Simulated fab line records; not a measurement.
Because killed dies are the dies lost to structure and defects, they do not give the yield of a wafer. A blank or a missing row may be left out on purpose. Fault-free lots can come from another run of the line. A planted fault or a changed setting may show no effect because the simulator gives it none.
Chamber matching || flow sky130 || 4 sister chambers for SKY_LI_CONTACT_ETCH_14 on rieDiel-02
The step etches BARC in N2/H2, stops on SiO2, time 45.9 s, target depth 60 nm. 4 wafers are shown with their chamber, then 8 later ones without.

WAFERS PAIRED WITH THEIR CHAMBERS
{"wafer": "L273.4", "chamber": 1, "oesProductAu (a.u.)": 0.853}
{"wafer": "L276.4", "chamber": 2, "oesProductAu (a.u.)": 0.844}
{"wafer": "L276.6", "chamber": 0, "oesProductAu (a.u.)": 0.857}
{"wafer": "L281.2", "chamber": 3, "oesProductAu (a.u.)": 0.857}

WAFERS WITHOUT THEIR CHAMBER
{"wafer": "L281.4", "oesProductAu (a.u.)": 0.851}
{"wafer": "L281.5", "oesProductAu (a.u.)": 0.852}
{"wafer": "L282.2", "oesProductAu (a.u.)": 0.850}
{"wafer": "L282.4", "oesProductAu (a.u.)": 0.852}
{"wafer": "L282.6", "oesProductAu (a.u.)": 0.862}
{"wafer": "L285.1", "oesProductAu (a.u.)": 0.847}
{"wafer": "L285.3", "oesProductAu (a.u.)": 0.858}
{"wafer": "L285.4", "oesProductAu (a.u.)": 0.853}

CHAMBER TAKEN BY EACH
{"wafer": "L281.4", "from the rows above": "can't be placed: 1 or 0 or 3 or 2", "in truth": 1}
{"wafer": "L281.5", "from the rows above": "can't be placed: 1 or 0 or 3", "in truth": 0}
{"wafer": "L282.2", "from the rows above": "can't be placed: 1 or 2 or 0 or 3", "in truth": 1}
{"wafer": "L282.4", "from the rows above": "can't be placed: 1 or 0 or 3", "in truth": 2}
{"wafer": "L282.6", "from the rows above": "can't be placed: 0 or 3 or 1", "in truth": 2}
{"wafer": "L285.1", "from the rows above": "can't be placed: 2 or 1", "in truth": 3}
{"wafer": "L285.3", "from the rows above": "can't be placed: 0 or 3 or 1", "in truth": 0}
{"wafer": "L285.4", "from the rows above": "can't be placed: 1 or 0 or 3", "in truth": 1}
Correctly placed: 0 of 8. Can't be placed from these rows: 8 (the true chamber is among the candidates in 5). 0 placed wrongly.
How it was worked out, from the rows above alone: a wafer's distance from a chamber is the root of the sum, over the readings, of the square of ((its reading less the chamber's mean) divided by the reading's scatter). The wafer belongs to the nearest chamber; if the next one is less than 2 further off, it can't be placed. For every chamber, the mean is computed from those of its wafers that are shown. The scatter (one wafer shown for each chamber): square how far every hidden wafer sits from the nearest shown wafer, average those squares and take the square root.
